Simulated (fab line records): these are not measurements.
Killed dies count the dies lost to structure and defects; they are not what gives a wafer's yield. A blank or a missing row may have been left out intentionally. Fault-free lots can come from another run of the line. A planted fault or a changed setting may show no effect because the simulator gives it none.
Chamber matching    flow gf180mcu    pecvd-01 running GF_SAB_CVD_00: 3 sister chambers
The step deposits SiO2 from TEOS, target thk 50 nm, time 4.9302 s. 3 wafers are shown with their chamber, then 7 later ones without.

== WAFERS PAIRED WITH THEIR CHAMBERS ==
wafer   chamber  heaterPowerW (W)
L839.3  1        737
L845.2  0        559
L845.3  2        509

== WAFERS MISSING THEIR CHAMBER ==
wafer   heaterPowerW (W)
L845.4  501
L851.2  597
L851.5  482
L851.6  541
L852.1  543
L852.4  584
L852.5  496

== WHICH CHAMBER EACH ONE RAN IN ==
wafer    from the rows above       in truth
L845.4   2                         2
L851.2   0                         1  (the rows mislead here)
L851.5   2                         2
L851.6   can't be placed: 0 or 2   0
L852.1   can't be placed: 0 or 2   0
L852.4   0                         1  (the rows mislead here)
L852.5   2                         2
Correctly placed: 3 of 7. Can't be placed from these rows: 2 (the true chamber is among the candidates in 2). Placed wrongly: 2.
How it was worked out, from the rows above alone: a wafer's distance from a chamber is the root of the sum, over the readings, of the square of ((its reading less the chamber's mean) divided by the reading's scatter). The wafer belongs to the nearest chamber; if the next one is less than 2 further off, it can't be placed. A chamber's mean is the mean of its shown wafers. The scatter: root of mean squared gap, hidden wafer to nearest shown wafer, with one shown wafer a chamber.
